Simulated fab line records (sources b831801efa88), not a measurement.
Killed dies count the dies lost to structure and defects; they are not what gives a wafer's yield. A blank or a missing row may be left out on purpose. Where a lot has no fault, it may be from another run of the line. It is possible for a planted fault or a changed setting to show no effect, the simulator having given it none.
Lot-split experiment	flow sky130	route with 708 steps; 5 lots, 23 wafers read

SPLIT DETAILS
At SKY_LDD_N_IMPLANT_12, the setting energyKev was moved away from the recipe's 50 on 4 of the 23 wafers read, by -4.3% to +2.4%. For the rest of the wafers, this setting stayed at what the recipe calls for.

The split's own step is where the reading is taken.

THE READING
In nm, at SKY_LDD_N_IMPLANT_12: implant.drpNm, which is the simulator's own figure and was read by no gauge. The file gives no usual value for it.

wafer	tool, chamber at the split	energyKev as run	against the recipe	implant.drpNm, nm	against lot-mates on the recipe
L074.1	implanter-01, 0	51.2	+2.4%	19.16	+0.33
L074.2	implanter-01, 0	51.2	+2.4%	19.16	+0.33
L074.3	implanter-01, 0	50	recipe	18.83	-
L074.5	implanter-01, 0	50	recipe	18.83	-
L074.6	implanter-01, 0	50	recipe	18.83	-
L075.1	implanter-03, 0	50	recipe	18.83	-
L075.3	implanter-03, 0	50	recipe	18.83	-
L075.4	implanter-03, 0	50	recipe	18.83	-
L075.5	implanter-03, 0	50	recipe	18.83	-
L075.6	implanter-03, 0	50	recipe	18.83	-
L077.1	implanter-04, 0	47.84	-4.3%	18.24	-0.59
L077.4	implanter-04, 0	47.84	-4.3%	18.24	-0.59
L077.2	implanter-04, 0	50	recipe	18.83	-
L077.5	implanter-04, 0	50	recipe	18.83	-
L077.6	implanter-04, 0	50	recipe	18.83	-
L081.1	implanter-01, 0	50	recipe	18.83	-
L081.3	implanter-01, 0	50	recipe	18.83	-
L081.4	implanter-01, 0	50	recipe	18.83	-
L085.1	implanter-04, 0	50	recipe	18.83	-
L085.2	implanter-04, 0	50	recipe	18.83	-
L085.3	implanter-04, 0	50	recipe	18.83	-
L085.4	implanter-04, 0	50	recipe	18.83	-
L085.5	implanter-04, 0	50	recipe	18.83	-

THE FIT
A straight line over all 23 wafers: implant.drpNm changes by +0.137 nm for each +1% of energyKev; r = +1.00; the points scatter about the line by 0.00055 nm.
The same after taking each lot's own level away (the mean of its wafers on the recipe; 23 wafers): +0.137 nm for each +1%; r = +1.00; scatter 0.00055 nm.
That fit puts the effect of the largest move of energyKev on the reading at 0.59 nm.
The lots' own levels span 18.830 to 18.830 nm.
Consequently the slope shifts little with the lot-to-lot level, the two slopes agreeing.
Check: for one of the wafers moved furthest among these (-4.3%), held out of the fit, the line's prediction against its lot-mates is -0.591 nm. It came out at -0.59 nm against them.

THESE WAFERS: OTHER SPLITS
Other splits were also applied to these wafers ahead of the reading. Each is held against what the fit with the lots' levels taken away leaves over:
other split on the same wafers	wafers away from the commonest value	r with implant.drpNm (lot level and that fit taken away)
SKY_POLY_GATE_EXPOSE_10 doseMj	6	-0.13
SKY_LDD_N_COAT_02 resistThkNm	6	+0.16

THE WHOLE CHAIN: every reading that the file lists as answering this split, in the file's order
step	what it does	reading	change (the file's fit)	r (the file's)
SKY_LDD_N_IMPLANT_12		implant.rpNm (the simulator's own value, which no gauge read)	+0.326 nm for each +1% of the setting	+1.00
SKY_LDD_N_IMPLANT_12		implant.drpNm (the simulator's own value, which no gauge read)	+0.138 nm for each +1% of the setting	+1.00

FILE'S OWN FIT
implant.drpNm changes by +0.138 nm for each +1% of energyKev, r = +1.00.
